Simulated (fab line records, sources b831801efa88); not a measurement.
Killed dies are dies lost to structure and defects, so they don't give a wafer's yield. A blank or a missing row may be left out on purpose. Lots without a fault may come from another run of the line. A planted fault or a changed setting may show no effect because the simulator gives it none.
A struck lot beside a sound one | flow sky130 | 14 steps out of a route of 708
Sound: wafers L802.1, L802.3, L802.4. Struck: wafers L813.2, L813.5, L813.6. The cause comes at the end.
At each step with rows: each side's tool, then ch and its chambers, then its first start. Under that, the readings that differ: sound wafers | struck wafers | difference of the means | sigmas: that difference in standard deviations of wafers without a fault.
alike: readings whose means differ by less than 2 such deviations, and words and numbers that are the same on both sides. not compared: withheld readings, readings that some wafer has no value for, bounds like >300 that may hide the same value, and numbers for which the record gives no deviation and whose values overlap.
The two part at a step that has a row with sigmas, a row that says differs or no value, or rows on one side only. Numbers that don't overlap but have no deviation are shown without sigmas and don't part them. A reading that every wafer of one side lacks parts them only if that side has two wafers or more.

SKY_METAL1_THK_MEAS_06: measures by xrf.
  sound on film_metro-04, day 31 15:29; struck on film_metro-03, day 35 07:33
  reading              | sound       | struck      | difference | sigmas
  METAL1_ALCU_THK (nm) | 254 257 253 | 244 248 249 | -8         | -2
then, 8 steps without rows for these wafers: SKY_METAL1_DEHYDRATE_07 (time 60 s); SKY_METAL1_HMDS_08 (prime time 60 s); SKY_METAL1_COAT_09 (resist thk 60 nm); SKY_METAL1_COAT_10 (resist thk 450 nm); SKY_METAL1_SOFTBAKE_11 (time 90 s); SKY_METAL1_EXPOSE_12 (exposes mask MM1, target cd 140 nm); SKY_METAL1_PEB_13; SKY_METAL1_DEVELOP_14 (develop time 60 s).
SKY_METAL1_CD_MEAS_15: target cd 140 nm.
  sound on cd_sem-01, day 32 19:16; struck on cd_sem-01, day 36 09:11
  alike: cd_nm
SKY_METAL1_OVL_MEAS_16:
  sound on overlay-01, day 32 19:23; struck on overlay-02, day 36 09:18
  alike: METAL1_OVL
SKY_METAL1_DESCUM_17: chemistry O2, time 8 s.
  sound on rie_metal-02 ch 0,1, day 32 19:26; struck on rie_metal-02 ch 0,1, day 36 09:20
  alike: drypump_motor_current_A, oes_product_au
  not compared: rf_hours_counter_h
SKY_METAL1_ETCH_18: etches BARC in N2/H2, stops on SiO2, time 45.9 s, target depth 60 nm.
  sound on rie_metal-02 ch 0,1, day 32 19:28; struck on rie_metal-02 ch 0,1, day 36 09:22
  reading                                       | sound             | struck            | difference | sigmas
  oes_product_au (a.u.)                         | 0.854 0.852 0.855 | 0.951 0.962 0.955 | +0.102     | +21
  run_length_s (s)                              | 73.4 73.8 74.0    | 69.3 68.7 68.6    | -4.9       | -4
  model.KrF-thick_of_METAL1_COAT_10.thk_nm (nm) | 393.7 392.2 393.6 | 397.3 397.7 397.2 | +4.2       |
  alike: drypump_motor_current_A, throttle_valve_pct
  not compared: rf_hours_counter_h
SKY_METAL1_METAL_ETCH_19: etches the open film in Cl2/BCl3, stops on SiO2, target depth 360 nm, time 78 s.
  sound on rie_metal-02 ch 0,1, day 32 19:31; struck on rie_metal-02 ch 0,1, day 36 09:25
  alike: bcl3_flow_sccm, drypump_motor_current_A, oes_product_au, run_length_s, throttle_valve_pct
  not compared: rf_hours_counter_h

WHERE THEY PART
First at SKY_METAL1_THK_MEAS_06; last, within this record, at SKY_METAL1_ETCH_18. Later steps at which nothing parts them and some readings are alike: SKY_METAL1_METAL_ETCH_19.

WHY: what the simulator had put in
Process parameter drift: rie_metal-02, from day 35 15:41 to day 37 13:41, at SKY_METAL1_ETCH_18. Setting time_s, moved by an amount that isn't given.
